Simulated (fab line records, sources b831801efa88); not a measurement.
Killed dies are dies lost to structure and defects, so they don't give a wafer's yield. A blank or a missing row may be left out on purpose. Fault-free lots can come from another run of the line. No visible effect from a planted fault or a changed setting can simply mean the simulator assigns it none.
Problem report in the 8D (eight disciplines) form, filled by code :: flow sfqLine :: the parts of the form that need people (team, actions taken, sign-off) are left out

1. WHAT IS WRONG
M8_AU_RS at SFQ_M8_RS_MEAS_949 reads a mean of 0.1203 ohm/sq on 2 wafers of 2 lots; wafers without a fault read 0.1532 ohm/sq with a standard deviation of 0.0023. Measured from the usual mean, that is -14 standard deviations.
The step: measures by four-point-probe.
First observed at day 84 15:05: wafer L256.6, on filmMetro-03. The record holds 42 wafers of 14 lots with a number at this step. The rule behind "out" and "out of limits": a value lying over 4 standard deviations away from the usual mean. All remaining wafers that have a number are taken as sound.

2. WHAT IT IS AND WHAT IT IS NOT
question: which readings at this step
is: M8_AU_RS
is not: -

question: which lots
is: L256, L258
is not: L241, L242, L243, L245, L246, L247, L255, L257, L259, L261, L263, L264

question: which wafers of those lots
is: L256.6, L258.5
is not: L256.1, L256.4, L258.2, L258.4

question: read on which gauges
is: filmMetro-01, filmMetro-03
is not: filmMetro-04

question: when
is: from day 84 15:05
is not: up to then (23 sound wafers); but 17 sound wafers of L257, L258, L259, L261, L263, L264 came after

3. SUSPECTS, AND WHAT RULES EACH OUT
Counting: a tool at a process step up to the reading stays a suspect if it ran every lot that is out. Sound lots after the first of them don't rule it out here, since some wafers of a struck lot are sound.
- the gauge at SFQ_M8_RS_MEAS_949: ruled out. The wafers that are out were read on 2 gauges (filmMetro-01, filmMetro-03).
- rieMetal-01 at SFQ_TRILAYER_M6_STRIP_STRIP_163 (strips in O2): kept. Ran every lot that is out, first one L256 (day 70 05:50); last sound lot up to then L243 (day 66 17:13).
- pvdSputter-02 at SFQ_TRILAYER_M8_DEP_EVAP_196 (material Au, target thk 180 nm, time 900 s): kept. Ran every lot that is out, first one L256 (day 84 14:35); last sound lot up to then L243 (day 79 20:53).
The count leaves pvdSputter-02 at SFQ_TRILAYER_M8_DEP_EVAP_196 and rieMetal-01 at SFQ_TRILAYER_M6_STRIP_STRIP_163.

4. THE CAUSE (what the simulator had put in)
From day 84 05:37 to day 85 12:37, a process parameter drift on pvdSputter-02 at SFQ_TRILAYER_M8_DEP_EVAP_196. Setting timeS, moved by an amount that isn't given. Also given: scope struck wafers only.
After counting, 2 suspects remain, this tool included.

5. THE CHAIN OF EFFECTS, in route order
Each row: a reading whose mean over the struck wafers that have a number lies more than 3 standard deviations from the usual. Only readings whose record carries a usual standard deviation are examined. hours: median over the lots of the time between each lot's start at the first step of this table that gives one and its start at this step. sigmas: the change, counted in usual standard deviations.
hours: 0
step: SFQ_M8_RS_MEAS_949
reading: M8_AU_RS
usual: 0.1532 ohm/sq
on struck wafers: 0.1203
change: -0.0329
sigmas: -14

hours: 0
step: SFQ_M8_THK_MEAS_950
reading: M8_AU_THK
usual: 181 nm
on struck wafers: 231
change: +50
sigmas: +17

6. WHAT WOULD HAVE CAUGHT IT SOONER
Counted from the fault's start at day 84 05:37, it took 9 hours until the first out-of-limits reading at a measuring or inspecting step in this record, taken at day 84 15:05.
Of the lots that are out (2), L258 began SFQ_TRILAYER_M8_DEP_EVAP_196 on pvdSputter-02 after day 84 15:05. Had the tool been put on hold then, it would have been spared.
